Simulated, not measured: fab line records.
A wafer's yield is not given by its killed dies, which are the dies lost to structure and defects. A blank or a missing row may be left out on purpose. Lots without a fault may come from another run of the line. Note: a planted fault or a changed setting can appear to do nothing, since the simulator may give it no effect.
Split-lot experiment / flow sfq_line / 13 wafers read from 5 lots, route of 325 steps

## SPLIT DETAILS
At SFQ_TRILAYER_M0_LITHO_COAT_026 (resist thk 62 nm), the setting spin_rpm was moved away from the recipe's 3000 rpm on 2 of the 13 wafers read, by +3.1% to +6.6%. The other wafers ran this setting at the recipe's value.

## FROM THE SPLIT TO THE READING: what the file shows between them, 3 steps
- SFQ_TRILAYER_M0_LITHO_COAT_021: resist thk 600 nm
- SFQ_TRILAYER_M0_LITHO_SOFTBAKE_025
- SFQ_TRILAYER_M0_LITHO_DEVELOP_023: time 60 s

## THE READING
etch.depth_nm (the simulator's own value, which no gauge read), in nm, at SFQ_TRILAYER_M0_BARC_OPEN_METAL_ETCH_031 (etches BARC in O2, target depth 125 nm, time 41.7 s). There is no usual value for it anywhere in the file. Average 62.04 nm, standard deviation 0.17 nm, over the 11 wafers here run with the recipe.

wafer=L074.2; tool, chamber at the split=litho_track-02, 0; spin_rpm as run, rpm=3000; against the recipe=recipe; etch.depth_nm, nm=62.13; against lot-mates on the recipe=-
wafer=L074.3; tool, chamber at the split=litho_track-02, 0; spin_rpm as run, rpm=3000; against the recipe=recipe; etch.depth_nm, nm=62.07; against lot-mates on the recipe=-
wafer=L074.6; tool, chamber at the split=litho_track-02, 0; spin_rpm as run, rpm=3000; against the recipe=recipe; etch.depth_nm, nm=62.14; against lot-mates on the recipe=-
wafer=L078.1; tool, chamber at the split=litho_track-01, 0; spin_rpm as run, rpm=3000; against the recipe=recipe; etch.depth_nm, nm=62.27; against lot-mates on the recipe=-
wafer=L078.3; tool, chamber at the split=litho_track-01, 0; spin_rpm as run, rpm=3000; against the recipe=recipe; etch.depth_nm, nm=62.12; against lot-mates on the recipe=-
wafer=L079.1; tool, chamber at the split=litho_track-01, 0; spin_rpm as run, rpm=3000; against the recipe=recipe; etch.depth_nm, nm=61.85; against lot-mates on the recipe=-
wafer=L079.2; tool, chamber at the split=litho_track-01, 0; spin_rpm as run, rpm=3000; against the recipe=recipe; etch.depth_nm, nm=61.7; against lot-mates on the recipe=-
wafer=L079.4; tool, chamber at the split=litho_track-01, 0; spin_rpm as run, rpm=3000; against the recipe=recipe; etch.depth_nm, nm=61.78; against lot-mates on the recipe=-
wafer=L082.3; tool, chamber at the split=litho_track-02, 0; spin_rpm as run, rpm=3000; against the recipe=recipe; etch.depth_nm, nm=62.04; against lot-mates on the recipe=-
wafer=L082.5; tool, chamber at the split=litho_track-02, 0; spin_rpm as run, rpm=3197; against the recipe=+6.6%; etch.depth_nm, nm=60.01; against lot-mates on the recipe=-2.03
wafer=L083.2; tool, chamber at the split=litho_track-03, 0; spin_rpm as run, rpm=3000; against the recipe=recipe; etch.depth_nm, nm=62.21; against lot-mates on the recipe=-
wafer=L083.5; tool, chamber at the split=litho_track-03, 0; spin_rpm as run, rpm=3000; against the recipe=recipe; etch.depth_nm, nm=62.13; against lot-mates on the recipe=-
wafer=L083.6; tool, chamber at the split=litho_track-03, 0; spin_rpm as run, rpm=3092; against the recipe=+3.1%; etch.depth_nm, nm=61.19; against lot-mates on the recipe=-0.98

FIT RESULTS
A straight line over all 13 wafers: etch.depth_nm changes by -0.304 nm for each +1% of spin_rpm; r = -0.96; the points scatter about the line by 0.18 nm.
The same after taking each lot's own level away (the mean of its wafers on the recipe; 13 wafers): -0.311 nm for each +1%; r = -1.00; scatter 0.052 nm.
That fit puts the effect of the largest move of spin_rpm on the reading at 2 nm.
The lots' own levels span 61.777 to 62.195 nm, that is 2.4 times the standard deviation above.
Consequently the slope shifts little with the lot-to-lot level, the two slopes agreeing.
Check: -2.1 nm against its lot-mates is what the line predicts for one of the wafers moved furthest among these (+6.6%) when that wafer is left out of the fit. It came out at -2.03 nm against them.

## THESE WAFERS: OTHER SPLITS
Before the reading, these wafers also passed through other splits. Each is held against what the fit with the lots' levels taken away leaves over:
other split on the same wafers=SFQ_TRILAYER_L0_LITHO_COAT_005 spin_rpm; wafers away from the commonest value=5; r with etch.depth_nm (lot level and that fit taken away)=-0.11
other split on the same wafers=SFQ_TRILAYER_L0_LITHO_EXPOSE_006 dose_mj; wafers away from the commonest value=1; r with etch.depth_nm (lot level and that fit taken away)=-0.26
other split on the same wafers=SFQ_TRILAYER_L0_CAP_PECVD_011 time_s; wafers away from the commonest value=4; r with etch.depth_nm (lot level and that fit taken away)=+0.34
other split on the same wafers=SFQ_TRILAYER_L0_VIA_ETCH_VIA_ETCH_016 bias_w; wafers away from the commonest value=4; r with etch.depth_nm (lot level and that fit taken away)=-0.29

## THE WHOLE CHAIN: every reading that the file lists as answering this split, in the file's order
step=SFQ_TRILAYER_M0_LITHO_COAT_026; what it does=resist thk 62 nm; reading=BARC_of_TRILAYER_M0_LITHO_COAT_026.thk_nm (the simulator's own value, which no gauge read); change (the file's fit)=-0.293 nm for each +1% of the setting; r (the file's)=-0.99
step=SFQ_TRILAYER_M0_BARC_OPEN_METAL_ETCH_031; what it does=etches BARC in O2, target depth 125 nm, time 41.7 s; reading=etch.depth_nm (the simulator's own value, which no gauge read); change (the file's fit)=-0.311 nm for each +1% of the setting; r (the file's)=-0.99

## THE FILE'S OWN FIT
etch.depth_nm changes by -0.311 nm for each +1% of spin_rpm, r = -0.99.
